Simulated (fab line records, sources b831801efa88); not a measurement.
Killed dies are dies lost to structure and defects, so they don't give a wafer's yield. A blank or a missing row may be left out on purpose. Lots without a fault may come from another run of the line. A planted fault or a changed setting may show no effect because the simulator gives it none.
A struck lot beside a sound one | flow gf180mcu | 43 steps out of a route of 602
Sound: wafers L951.3, L951.4, L951.6. Struck: wafers L960.1, L960.2, L960.3. The cause comes at the end.
At each step with rows: each side's tool, then ch and its chambers, then its first start. Under that, the readings that differ: sound wafers | struck wafers | difference of the means | sigmas: that difference in standard deviations of wafers without a fault.
alike: readings whose means differ by less than 2 such deviations, and words and numbers that are the same on both sides. not compared: withheld readings, readings that some wafer has no value for, bounds like >300 that may hide the same value, and numbers for which the record gives no deviation and whose values overlap.
The two part at a step that has a row with sigmas, a row that says differs or no value, or rows on one side only. Numbers that don't overlap but have no deviation are shown without sigmas and don't part them. A reading that every wafer of one side lacks parts them only if that side has two wafers or more.

first, 1 step without rows for these wafers: GF_NSD_STRIP_11 (strips in O2/N2).
GF_NSD_TW_MEAS_12:
  sound on film_metro-03, day 14 00:52; struck on film_metro-02, day 17 01:47
  alike: NSD_TW
then, 7 steps without rows for these wafers: GF_PSD_DEHYDRATE_00 (time 60 s); GF_PSD_HMDS_01 (prime time 60 s); GF_PSD_COAT_02 (resist thk 1000 nm); GF_PSD_SOFTBAKE_03 (time 60 s); GF_PSD_EXPOSE_04 (exposes mask Pplus, target cd 400 nm); GF_PSD_PEB_05; GF_PSD_DEVELOP_06 (develop time 60 s).
GF_PSD_CD_MEAS_07: target cd 400 nm.
  sound on cd_sem-02, day 14 21:22; struck on cd_sem-01, day 18 00:50
  alike: cd_nm
GF_PSD_OVL_MEAS_08:
  sound on overlay-01, day 14 21:28; struck on overlay-02, day 18 00:57
  alike: PSD_OVL
then, 1 step without rows for these wafers: GF_PSD_IMPLANT_09.
GF_PSD_STRIP_10: strips in O2/N2.
  sound on plasma_asher-02 ch 0,1, day 14 21:40; struck on plasma_asher-02 ch 0,1, day 18 01:08
  alike: chamber_pressure_mTorr, drypump_motor_current_A, heater_power_w, oes_product_au, strip_time_to_endpoint_s
  not compared: rf_hours_counter_h
GF_PSD_TW_MEAS_11:
  sound on film_metro-02, day 14 21:46; struck on film_metro-04, day 18 01:14
  alike: PSD_TW
then, 1 step without rows for these wafers: GF_PSD_CLEAN_12 (cleans in SC1/SC2, time 150 s).
GF_PSD_RTA_13: time 20 s.
  sound on rtp_anneal-01 ch 0, day 14 21:52; struck on rtp_anneal-02 ch 0, day 18 01:20
  alike: lamp_power_pct, wafer_temp_C_max
GF_PSD_RS_MEAS_14: measures by four-point-probe.
  sound on film_metro-04, day 14 21:58; struck on film_metro-03, day 18 01:26
  alike: NSD_RS
GF_PSD_RS_MEAS_15: measures by four-point-probe.
  sound on film_metro-04, day 14 22:05; struck on film_metro-03, day 18 01:33
  alike: PSD_RS
then, 1 step without rows for these wafers: GF_SAB_CVD_00 (deposits SiO2 from TEOS, target thk 50 nm, time 4.9302 s).
GF_SAB_THK_MEAS_01:
  sound on film_metro-02, day 14 22:13; struck on film_metro-02, day 18 01:41
  alike: SAB_CVD_00_THK
then, 7 steps without rows for these wafers: GF_SAB_DEHYDRATE_02 (time 60 s); GF_SAB_HMDS_03 (prime time 60 s); GF_SAB_COAT_04 (resist thk 1000 nm); GF_SAB_SOFTBAKE_05 (time 60 s); GF_SAB_EXPOSE_06 (exposes mask SAB, target cd 420 nm); GF_SAB_PEB_07; GF_SAB_DEVELOP_08 (develop time 60 s).
GF_SAB_CD_MEAS_09: target cd 420 nm.
  sound on cd_sem-01, day 15 19:55; struck on cd_sem-01, day 19 02:04
  reading    | sound             | struck            | difference | sigmas
  cd_nm (nm) | 423.5 426.6 422.6 | 416.9 415.7 418.0 | -7.4       | -3
GF_SAB_OVL_MEAS_10:
  sound on overlay-02, day 15 20:01; struck on overlay-01, day 19 02:11
  alike: SAB_OVL
then, 2 steps without rows for these wafers: GF_SAB_ETCH_11 (etches SiO2 in C4F8/O2/Ar, target depth 55 nm, time 8.5 s); GF_SAB_WET_ETCH_12 (etches SiO2 in dHF, target depth 22 nm, time 440 s).
GF_SAB_STRIP_13: strips in O2/N2.
  sound on plasma_asher-01 ch 0,1, day 15 20:13; struck on plasma_asher-02 ch 0,1, day 19 02:22
  alike: chamber_pressure_mTorr, drypump_motor_current_A, heater_power_w, oes_product_au, strip_time_to_endpoint_s
  not compared: rf_hours_counter_h
then, 2 steps without rows for these wafers: GF_SALICIDE_CLEAN_00 (cleans in SC1/SC2, time 150 s); GF_SALICIDE_WET_ETCH_01 (etches SiO2 in dHF, target depth 5 nm, time 100 s).
GF_SALICIDE_SPUTTER_02: material Co, target thk 10 nm, time 20 s.
  sound on pvd_sputter-03, day 15 20:22; struck on pvd_sputter-02, day 19 02:34
  alike: throttle_valve_pct
GF_SALICIDE_SPUTTER_03: material TiN, target thk 20 nm, time 16.7 s.
  sound on pvd_sputter-03, day 15 20:24; struck on pvd_sputter-02, day 19 02:35
  alike: throttle_valve_pct
GF_SALICIDE_RS_MEAS_04: measures by four-point-probe.
  sound on film_metro-02, day 15 20:28; struck on film_metro-03, day 19 02:37
  alike: SALICIDE_TIN_RS
GF_SALICIDE_THK_MEAS_05: measures by xrf.
  sound on film_metro-02, day 15 20:34; struck on film_metro-03, day 19 02:44
  alike: SALICIDE_TIN_THK
GF_SALICIDE_RTA_06: time 30 s.
  sound on rtp_anneal-01 ch 0, day 15 20:38; struck on rtp_anneal-01 ch 0, day 19 02:47
  alike: lamp_power_pct, wafer_temp_C_max
then, 3 steps without rows for these wafers: GF_SALICIDE_WET_ETCH_07 (etches the open film in SPM, target depth 120 nm); GF_SALICIDE_RTA_08 (time 30 s); GF_CONTACT_CVD_00 (deposits SiO2, target thk 300 nm, time 50 s).
-- the record jumps here: 13 days lie between the struck wafers' starts before and after (it left off in module CONTACT and takes up again in module PASSIVATION, whose first step shown is number 602 of the route) --
GF_PASSIVATION_PROBE_99:
  the record has rows for the struck wafers here (prober-01, day 32 11:15) and none for the sound ones

WHERE THEY PART
First at GF_SAB_CD_MEAS_09; last, within this record, at GF_PASSIVATION_PROBE_99.

WHY: what the simulator had put in
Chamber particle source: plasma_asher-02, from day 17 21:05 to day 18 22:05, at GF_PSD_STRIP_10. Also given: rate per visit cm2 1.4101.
